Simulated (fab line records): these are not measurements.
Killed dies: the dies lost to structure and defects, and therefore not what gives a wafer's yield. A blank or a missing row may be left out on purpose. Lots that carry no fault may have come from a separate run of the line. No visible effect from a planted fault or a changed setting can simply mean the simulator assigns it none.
fab line records -- flow sky130
record lots=12, wafers=36, last_day=50
route steps=708 shown METAL4@633 VIA4@651 PAD_OPEN@694
lots that met no fault: from a run of the same line without faults
start_h: hours from the record's opening day to when the first of the lot's shown wafers began -- wait_h: how many hours have passed since the lot's step before this one -- " identical to the entry in the row above -- L1.1+2: a row that stands for several wafers -- - no value, or no start was given -- * or withheld: withheld -- < > ~ a bound
route shown NAME@n: names a module that has steps shown in the file, with the first one's number in the route -- usual: the fault-free wafers' mean and standard deviation -- same: alike in all rows -- chamber/n: place in a boat -- sites: readings site by site -- _std_site: their standard deviation -- _edge_site: inner sites' mean taken away from outer sites' mean -- radius_mm: for every site, how far away it sits from the centre of the wafer -- mask NAME#n: copy n -- behind: the last tool/chamber to shape the wafer -- hold: cause of the lot's hold/its duration in hours/its outcome -- device: the transistor (n, p or np) that didn't switch -- end of line: the route-end tests of the same wafers -- a step given without rows: its recipe and nothing more -- killed: dies lost to structure and defects at the first sort, not the wafer's yield -- map: a wafer's dies, x killed, . not, _ none there
set.NAME: setting as actually run; set.NAME@STEP: the setting as run at that earlier step -- model.NAME: the simulator's own value behind a step, which no gauge read
route steps across a sampled set of lots; one table per step, one row per wafer
services: when a tool's chamber went out of use (start_h, in hours from the record's first day, below 0 if earlier), for how many hours, and the reason
## steps
# step SKY_METAL4_ETCH_17
# recipe target=SiO2, stop_on=TiN, chemistry=C4F8/O2/Ar, source_w=1500, bias_w=1200, pressure_mtorr=40, c4f8_flow_sccm=withheld, O2_flow_sccm=6, Ar_flow_sccm=300, time_s=3.9, target_depth_a=150
# usual oes_product_au=0.753/0.0071
lot.wafer,tool,chamber,start_h,wait_h,oes_product_au,rf_hours_counter_h
L799.1,rie_diel-04,0,978.67,0.1,0.744,15
L799.2,rie_diel-04,3,978.67,0.1,0.749,8
L799.6,rie_diel-04,1,978.67,0.1,0.754,-
L800.1,rie_diel-01,0,984.48,0.1,0.750,8
L800.2,rie_diel-01,3,984.48,0.1,0.760,4
L800.6,rie_diel-01,0,984.48,0.1,0.761,-
L802.3,rie_diel-01,2,1003.57,0.0,0.741,22
L802.5,rie_diel-01,2,1003.57,0.0,0.759,-
L802.6,rie_diel-01,0,1003.57,0.0,0.756,-
L803.1,rie_diel-01,1,1015.10,0.2,0.753,24
L803.4,rie_diel-01,3,1015.10,0.2,0.757,5
L803.6,rie_diel-01,0,1015.10,0.2,0.767,-
L804.1,rie_diel-01,3,1019.12,0.1,0.751,5
L804.4,rie_diel-01,1,1019.12,0.1,0.757,24
L804.6,rie_diel-01,2,1019.12,0.1,0.767,-
L805.1,rie_diel-04,3,1024.98,0.1,0.745,9
L805.2,rie_diel-04,2,1024.98,0.1,0.746,18
L805.5,rie_diel-04,0,1024.98,0.1,0.747,-
L812.1,rie_diel-04,0,1075.33,0.1,0.748,18
L812.4,rie_diel-04,2,1075.33,0.1,0.760,19
L812.6,rie_diel-04,0,1075.33,0.1,0.742,-
L817.1,rie_diel-04,1,1108.77,0.1,0.752,5
L817.2,rie_diel-04,3,1108.77,0.1,0.754,12
L817.6,rie_diel-04,3,1108.77,0.1,0.753,-
L818.3,rie_diel-04,0,1110.12,0.0,0.747,19
L818.4,rie_diel-04,1,1110.12,0.0,0.744,5
L818.6,rie_diel-04,3,1110.12,0.0,0.746,-
L819.1,rie_diel-01,1,1113.42,0.1,0.756,27
L819.3,rie_diel-01,2,1113.42,0.1,0.756,26
L819.6,rie_diel-01,3,1113.42,0.1,0.751,-
L821.1,rie_diel-03,3,1119.42,0.1,0.758,28
L821.2,rie_diel-03,0,1119.42,0.1,0.756,23
L821.3,rie_diel-03,2,1119.42,0.1,0.753,12
L822.3,rie_diel-01,1,1135.63,0.0,0.754,28
L822.4,rie_diel-01,3,1135.63,0.0,0.748,9
L822.5,rie_diel-01,1,1135.63,0.0,0.761,-
# step SKY_METAL4_METAL_ETCH_18
# recipe target_depth_a=8450, stop_on=SiO2, over_etch_frac=0.3, time_s=183.1, chemistry=Cl2/BCl3, resist_sidewall_deg=88, pressure_mtorr=10, icp_w=900, bias_w=48.5, Cl2_flow_sccm=60, bcl3_flow_sccm=30
# usual drypump_motor_current_A=5.95/0.22, he_backside_leak_sccm=3.29/0.2, oes_product_au=0.866/0.0074, throttle_valve_pct=22.264/0.0088
lot.wafer,tool,chamber,start_h,wait_h,drypump_motor_current_A,he_backside_leak_sccm,oes_product_au,rf_hours_counter_h,throttle_valve_pct
L799.1,rie_metal-02,0,978.69,0.0,6.03,3.27,0.864,12,22.255
L799.2,rie_metal-02,1,978.69,0.0,6.30,3.05,0.871,7,22.262
L799.6,rie_metal-02,0,978.69,0.0,6.00,3.37,0.875,-,22.274
L800.1,rie_metal-01,1,984.51,0.0,5.97,3.52,0.869,20,22.252
L800.2,rie_metal-01,0,984.51,0.0,5.94,3.08,0.869,11,22.253
L800.6,rie_metal-01,0,984.51,0.0,5.96,2.98,0.869,-,22.267
L802.3,rie_metal-02,0,1003.65,0.1,5.97,3.15,0.866,-,22.259
L802.5,rie_metal-02,0,1003.65,0.1,5.98,3.10,0.873,-,22.261
L802.6,rie_metal-02,1,1003.65,0.1,6.35,3.45,0.864,-,22.264
L803.1,rie_metal-03,1,1015.12,0.0,5.97,3.27,0.870,14,22.266
L803.4,rie_metal-03,1,1015.12,0.0,5.97,3.37,0.857,-,22.262
L803.6,rie_metal-03,1,1015.12,0.0,5.97,3.34,0.863,-,22.261
L804.1,rie_metal-03,1,1019.14,0.0,5.98,3.56,0.861,15,22.271
L804.4,rie_metal-03,0,1019.14,0.0,5.61,3.16,0.860,-,22.263
L804.6,rie_metal-03,1,1019.14,0.0,5.97,3.44,0.850,-,22.260
L805.1,rie_metal-03,0,1025.00,0.0,5.60,3.19,0.875,18,22.263
L805.2,rie_metal-03,1,1025.00,0.0,5.96,3.10,0.844,15,22.276
L805.5,rie_metal-03,1,1025.00,0.0,5.98,3.73,0.857,-,22.263
L812.1,rie_metal-02,1,1075.35,0.0,6.32,3.24,0.865,13,22.251
L812.4,rie_metal-02,1,1075.35,0.0,6.31,3.22,0.858,-,22.270
L812.6,rie_metal-02,0,1075.35,0.0,6.00,3.25,0.870,-,22.259
L817.1,rie_metal-03,0,1108.79,0.0,5.63,3.34,0.878,24,22.268
L817.2,rie_metal-03,1,1108.79,0.0,5.96,3.56,0.870,21,22.282
L817.6,rie_metal-03,0,1108.79,0.0,5.62,3.26,0.872,-,22.262
L818.3,rie_metal-03,0,1110.20,0.1,5.60,3.22,0.862,-,22.264
L818.4,rie_metal-03,1,1110.20,0.1,5.95,3.39,0.869,-,22.255
L818.6,rie_metal-03,0,1110.20,0.1,5.59,3.27,0.871,-,22.276
L819.1,rie_metal-03,0,1113.44,0.0,5.61,3.09,0.856,24,22.269
L819.3,rie_metal-03,0,1113.44,0.0,5.62,3.10,0.857,-,22.266
L819.6,rie_metal-03,0,1113.44,0.0,5.61,3.21,0.863,-,22.251
L821.1,rie_metal-01,1,1119.44,0.0,5.96,3.46,0.859,6,22.256
L821.2,rie_metal-01,0,1119.44,0.0,5.96,3.04,0.870,22,22.267
L821.3,rie_metal-01,1,1119.44,0.0,5.96,3.43,0.859,-,22.275
L822.3,rie_metal-03,1,1135.71,0.1,5.96,3.74,0.865,-,22.278
L822.4,rie_metal-03,0,1135.71,0.1,5.61,3.34,0.878,-,22.261
L822.5,rie_metal-03,0,1135.71,0.1,5.61,3.36,0.869,-,22.256
# step SKY_VIA4_ETCH_12
# recipe target=SiO2, chemistry=C4F8/O2/Ar, stop_on=TiN, mask_material=NOVOLAK, source_w=1500, bias_w=1200, pressure_mtorr=40, c4f8_flow_sccm=withheld, O2_flow_sccm=6, Ar_flow_sccm=300, time_s=withheld, target_depth_a=5800
# usual oes_product_au=0.926/0.0051
lot.wafer,tool,chamber,start_h,wait_h,oes_product_au
L799.1,rie_diel-04,0,1003.72,0.0,0.933
L799.2,rie_diel-04,3,1003.72,0.0,0.920
L799.6,rie_diel-04,2,1003.72,0.0,0.926
L800.1,rie_diel-04,1,1008.88,0.0,0.922
L800.2,rie_diel-04,2,1008.88,0.0,0.913
L800.6,rie_diel-04,3,1008.88,0.0,0.922
L802.3,rie_diel-01,1,1028.17,0.0,0.927
L802.5,rie_diel-01,2,1028.17,0.0,0.927
L802.6,rie_diel-01,3,1028.17,0.0,0.930
L803.1,rie_diel-04,3,1039.32,0.0,0.932
L803.4,rie_diel-04,0,1039.32,0.0,0.932
L803.6,rie_diel-04,3,1039.32,0.0,0.926
L804.1,rie_diel-01,2,1042.57,0.0,0.929
L804.4,rie_diel-01,3,1042.57,0.0,0.928
L804.6,rie_diel-01,2,1042.57,0.0,0.931
L805.1,rie_diel-02,1,1048.82,0.0,0.934
L805.2,rie_diel-02,0,1048.82,0.0,0.919
L805.5,rie_diel-02,3,1048.82,0.0,0.928
L812.1,rie_diel-02,1,1097.04,0.0,0.924
L812.4,rie_diel-02,2,1097.04,0.0,0.928
L812.6,rie_diel-02,2,1097.04,0.0,0.929
L817.1,rie_diel-04,0,1128.82,0.0,0.928
L817.2,rie_diel-04,3,1128.82,0.0,0.923
L817.6,rie_diel-04,3,1128.82,0.0,0.929
L818.3,rie_diel-04,3,1130.47,0.0,0.924
L818.4,rie_diel-04,2,1130.47,0.0,0.924
L818.6,rie_diel-04,2,1130.47,0.0,0.930
L819.1,rie_diel-04,0,1133.67,0.0,0.924
L819.3,rie_diel-04,1,1133.67,0.0,0.922
L819.6,rie_diel-04,3,1133.67,0.0,0.928
L821.1,rie_diel-01,1,1139.39,0.0,0.921
L821.2,rie_diel-01,2,1139.39,0.0,0.925
L821.3,rie_diel-01,0,1139.39,0.0,0.939
L822.3,rie_diel-02,1,1155.22,0.0,0.933
L822.4,rie_diel-02,0,1155.22,0.0,0.938
L822.5,rie_diel-02,1,1155.22,0.0,0.919
# step SKY_PAD_OPEN_DEHYDRATE_00
# recipe temp_c=200, time_s=60
# usual heater_power_total_W=160.39/0.13, run_length_s=89.29/0.2
lot.wafer,tool,chamber,start_h,wait_h,heater_power_total_W,run_length_s
L799.1,litho_track-01,0,1062.48,10.8,160.33,89.51
L799.2,litho_track-01,0,1062.48,10.8,160.42,89.37
L799.6,litho_track-01,0,1062.48,10.8,160.31,89.42
L800.1,litho_track-04,0,1066.64,10.4,160.21,89.08
L800.2,litho_track-04,0,1066.64,10.4,160.14,89.26
L800.6,litho_track-04,0,1066.64,10.4,160.25,89.12
L802.3,litho_track-04,0,1083.89,9.6,160.26,89.19
L802.5,litho_track-04,0,1083.89,9.6,160.60,89.20
L802.6,litho_track-04,0,1083.89,9.6,160.45,89.08
L803.1,litho_track-04,0,1096.49,9.6,160.32,89.10
L803.4,litho_track-04,0,1096.49,9.6,160.35,89.21
L803.6,litho_track-04,0,1096.49,9.6,160.50,89.32
L804.1,litho_track-04,0,1097.14,8.8,160.66,96.03
L804.4,litho_track-04,0,1097.14,8.8,160.37,96.09
L804.6,litho_track-04,0,1097.14,8.8,160.59,96.35
L805.1,litho_track-04,0,1104.59,9.7,160.38,96.04
L805.2,litho_track-04,0,1104.59,9.7,160.28,96.22
L805.5,litho_track-04,0,1104.59,9.7,160.58,96.11
L812.1,litho_track-02,0,1146.84,8.3,160.34,88.99
L812.4,litho_track-02,0,1146.84,8.3,160.42,89.29
L812.6,litho_track-02,0,1146.84,8.3,160.42,89.18
L817.1,litho_track-02,0,1175.34,8.3,160.27,89.12
L817.2,litho_track-02,0,1175.34,8.3,160.22,89.29
L817.6,litho_track-02,0,1175.34,8.3,160.33,89.03
L818.3,litho_track-02,0,1177.09,8.2,160.24,89.06
L818.4,litho_track-02,0,1177.09,8.2,160.22,89.21
L818.6,litho_track-02,0,1177.09,8.2,160.48,89.30
L819.1,litho_track-01,0,1179.83,7.6,160.38,89.39
L819.3,litho_track-01,0,1179.83,7.6,160.14,89.39
L819.6,litho_track-01,0,1179.83,7.6,160.55,89.37
L821.1,litho_track-01,0,1185.28,7.3,160.50,89.37
L821.2,litho_track-01,0,1185.28,7.3,160.52,89.40
L821.3,litho_track-01,0,1185.28,7.3,160.41,89.46
L822.3,litho_track-02,0,1197.99,6.5,160.34,89.39
L822.4,litho_track-02,0,1197.99,6.5,160.30,89.03
L822.5,litho_track-02,0,1197.99,6.5,160.50,89.06
# step SKY_PAD_OPEN_PROBE_99
# usual defect_limited_yield=82.8/2, killed_at_M0_to_M3=43/7.8, killed_at_M4_up=3.2/1.9, killed_at_contacts=24/5, killed_at_front_end=14/4.5, killed_at_other=0.2/0.41, killed_dies=84/9.6, killed_open=47/6.9, killed_short=38/6, sort_bin_3_pad_short=0.8/0.43, sort_bin_5_function=10.1/1.4, sort_bin_6_memory=6.3/1.1, sort_n_pass=408/9.6, sort_yield_pct=82.8/2
# same gross_dies=492, killed_at_back_side=0, sort_bin_4_leakage[%]=0, sort_bin_8_speed[%]=0
lot.wafer,tool,chamber,start_h,wait_h,defect_limited_yield[%],killed_at_M0_to_M3,killed_at_M4_up,killed_at_contacts,killed_at_front_end,killed_at_other,killed_dies,killed_open,killed_short,sort_bin_3_pad_short[%],sort_bin_5_function[%],sort_bin_6_memory[%],sort_n_pass,sort_yield_pct[%]
L799.1,prober-02,-,1076.21,0.1,83.1,50,5,16,12,0,83,48,34,0.6,10.4,5.9,409,83.1
L799.2,prober-02,-,1076.26,0.1,82.5,52,4,19,10,1,86,51,35,1.0,10.2,6.3,406,82.5
L799.6,prober-02,-,1076.46,0.2,82.9,48,2,19,15,0,84,48,36,1.4,8.3,7.3,408,82.9
L802.3,prober-02,-,1097.05,0.2,82.3,50,3,26,8,0,87,48,39,0.8,9.6,7.3,405,82.3
L802.5,prober-02,-,1097.15,0.2,82.3,38,4,30,15,0,87,50,37,0.8,10.2,6.7,405,82.3
L802.6,prober-02,-,1097.20,0.2,82.5,39,3,29,14,1,86,38,48,1.4,10.0,6.1,406,82.5
L803.1,prober-02,-,1109.45,0.1,80.9,51,3,29,11,0,94,57,37,1.0,10.6,7.5,398,80.9
L803.4,prober-02,-,1109.60,0.2,84.6,26,4,26,20,0,76,44,32,0.6,10.0,4.9,416,84.6
L803.6,prober-02,-,1109.70,0.2,85.8,44,1,18,7,0,70,38,32,1.0,6.7,6.5,422,85.8
L804.1,prober-01,-,1110.21,0.1,84.6,28,3,24,21,0,76,43,33,0.6,8.3,6.5,416,84.6
L804.4,prober-01,-,1110.36,0.2,82.7,43,3,26,13,0,85,48,37,0.6,9.6,7.1,407,82.7
L804.6,prober-01,-,1110.46,0.2,83.7,32,0,33,14,1,80,51,29,0.4,9.6,6.3,412,83.7
L805.1,prober-02,-,1117.11,0.1,83.7,40,7,22,10,1,80,41,39,0.8,8.1,7.3,412,83.7
L805.2,prober-02,-,1117.16,0.1,82.9,42,5,23,14,0,84,47,37,0.8,12.0,4.3,408,82.9
L805.5,prober-02,-,1117.31,0.2,84.3,32,3,23,18,1,77,38,39,0.8,11.6,3.3,415,84.3
# killed by level:class
L799.1 VIA1:geometric_particle:open=9 VIA3:geometric_particle:open=9 METAL1:geometric_particle:short=8 VIA2:geometric_particle:open=8 CONTACT:geometric_particle:open=7 LI_CONTACT:geometric_particle:open=4 VIA3:geometric_particle:short=4 METAL4:geometric_particle:short=4
L799.2 VIA1:geometric_particle:open=14 VIA3:geometric_particle:open=11 CONTACT:geometric_particle:open=8 VIA1:geometric_particle:short=7 METAL3:geometric_particle:short=5 VIA2:geometric_particle:short=5 LOCAL_INTERCONNECT:geometric_particle:short=4 FIELD_ISO:geometric_particle:open=3
L799.6 VIA1:geometric_particle:open=11 CONTACT:geometric_particle:open=10 VIA3:geometric_particle:open=9 VIA2:geometric_particle:open=6 VIA1:geometric_particle:short=6 VIA2:geometric_particle:short=5 METAL2:geometric_particle:short=4 POLY_GATE:geometric_particle:short=4
L802.3 VIA1:geometric_particle:open=11 CONTACT:geometric_particle:open=9 VIA3:geometric_particle:open=8 VIA2:geometric_particle:open=7 LOCAL_INTERCONNECT:geometric_particle:short=6 LI_CONTACT:geometric_particle:open=5 METAL1:geometric_particle:short=5 VIA3:geometric_particle:short=5
L802.5 VIA1:geometric_particle:open=10 LI_CONTACT:geometric_particle:open=8 CONTACT:geometric_particle:open=7 VIA3:geometric_particle:open=7 POLY_GATE:geometric_particle:open=6 POLY_GATE:geometric_particle:short=4 LI_CONTACT:geometric_particle:short=4 LOCAL_INTERCONNECT:geometric_particle:short=4
L802.6 LI_CONTACT:geometric_particle:short=7 CONTACT:geometric_particle:open=7 VIA3:geometric_particle:open=7 LOCAL_INTERCONNECT:geometric_particle:short=6 METAL1:geometric_particle:short=6 VIA1:geometric_particle:open=6 LI_CONTACT:geometric_particle:open=5 VIA3:geometric_particle:short=5
L803.1 VIA2:geometric_particle:open=13 CONTACT:geometric_particle:open=10 VIA3:geometric_particle:open=9 LI_CONTACT:geometric_particle:open=7 VIA1:geometric_particle:short=7 VIA1:geometric_particle:open=5 METAL2:geometric_particle:short=5 POLY_GATE:geometric_particle:open=4
L803.4 LI_CONTACT:geometric_particle:open=8 CONTACT:geometric_particle:open=8 FIELD_ISO:geometric_particle:short=7 METAL2:geometric_particle:short=6 VIA1:geometric_particle:open=6 POLY_GATE:geometric_particle:open=5 POLY_GATE:geometric_particle:short=5 VIA2:geometric_particle:open=4
L803.6 VIA1:geometric_particle:open=12 CONTACT:geometric_particle:open=9 METAL1:geometric_particle:short=6 METAL2:geometric_particle:short=5 METAL3:geometric_particle:short=5 LI_CONTACT:geometric_particle:open=4 VIA3:geometric_particle:open=3 POLY_GATE:geometric_particle:short=3
L804.1 POLY_GATE:geometric_particle:open=9 CONTACT:geometric_particle:open=9 METAL2:geometric_particle:short=8 LOCAL_INTERCONNECT:geometric_particle:short=5 VIA1:geometric_particle:open=5 FIELD_ISO:geometric_particle:open=4 LI_CONTACT:geometric_particle:open=4 CONTACT:geometric_particle:short=3
L804.4 CONTACT:geometric_particle:open=11 METAL2:geometric_particle:short=7 VIA1:geometric_particle:open=7 VIA2:geometric_particle:short=6 VIA2:geometric_particle:open=5 VIA3:geometric_particle:open=5 CONTACT:geometric_particle:short=4 LI_CONTACT:geometric_particle:open=4
L804.6 VIA1:geometric_particle:open=11 CONTACT:geometric_particle:open=10 LI_CONTACT:geometric_particle:open=8 VIA3:geometric_particle:open=7 CONTACT:geometric_particle:short=6 FIELD_ISO:geometric_particle:open=4 POLY_GATE:geometric_particle:short=4 LOCAL_INTERCONNECT:geometric_particle:short=4
L805.1 VIA2:geometric_particle:open=7 LI_CONTACT:geometric_particle:open=6 CONTACT:geometric_particle:open=5 VIA3:geometric_particle:open=5 VIA1:geometric_particle:open=5 METAL4:geometric_particle:short=5 LOCAL_INTERCONNECT:geometric_particle:short=4 VIA1:geometric_particle:short=4
L805.2 VIA1:geometric_particle:open=11 VIA3:geometric_particle:open=8 CONTACT:geometric_particle:open=7 LOCAL_INTERCONNECT:geometric_particle:short=6 CONTACT:geometric_particle:short=6 METAL1:geometric_particle:short=6 VIA2:geometric_particle:open=6 POLY_GATE:geometric_particle:open=5
L805.5 CONTACT:geometric_particle:open=7 FIELD_ISO:geometric_particle:short=6 VIA1:geometric_particle:open=6 POLY_GATE:geometric_particle:open=5 VIA3:geometric_particle:open=5 CONTACT:geometric_particle:short=5 METAL1:geometric_particle:short=5 LOCAL_INTERCONNECT:geometric_particle:short=4
## services
tool,chamber,start_h,hours,kind
rie_diel-01,2,982.58,4.0,repair
rie_diel-01,1,984.18,3.6,repair
rie_diel-01,3,999.13,9.9,repair
rie_diel-02,-,1001.13,0.4,repair
rie_diel-04,-,1007.34,0.8,repair
rie_diel-04,2,1020.19,4.4,repair
rie_diel-02,0,1026.80,2.5,repair
rie_diel-04,1,1031.27,22.1,repair
rie_diel-01,0,1042.15,14.0,repair
rie_diel-01,1,1043.56,8.6,repair
rie_diel-04,3,1044.40,1.9,repair
rie_diel-02,3,1113.02,5.1,repair
rie_diel-02,0,1123.98,9.1,repair
rie_diel-02,2,1138.99,21.4,repair
rie_metal-03,-,1148.86,0.8,repair
rie_diel-02,1,1155.70,3.9,repair
rie_diel-01,1,1166.91,3.9,repair
rie_diel-01,2,1171.69,8.7,repair
rie_diel-04,-,1175.45,0.3,repair
rie_metal-03,-,1179.59,2.8,pm
rie_diel-04,2,1183.54,2.4,repair
rie_diel-02,3,1185.11,12.0,repair
rie_diel-01,1,1186.73,2.4,repair
rie_diel-04,1,1190.87,3.8,repair
## key
first_sign step=SKY_PAD_OPEN_DEHYDRATE_00, reading=run_length_s, direction=up, sigmas=35, usual=*, struck=*
effect none on later readings
met_at SKY_PAD_OPEN_DEHYDRATE_00
struck_lots L804,L805
not_acting_at SKY_METAL4_ETCH_17,SKY_METAL4_METAL_ETCH_18,SKY_VIA4_ETCH_12
onset_between 1096.49 1097.14
fault kind=process_parameter_drift, tool=litho_track-04, chamber=-, onset_h=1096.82, steps=SKY_PAD_OPEN_DEHYDRATE_00, channel=time_s, offset=*, shape=step, end_h=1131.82, acts_in=*, stated=*
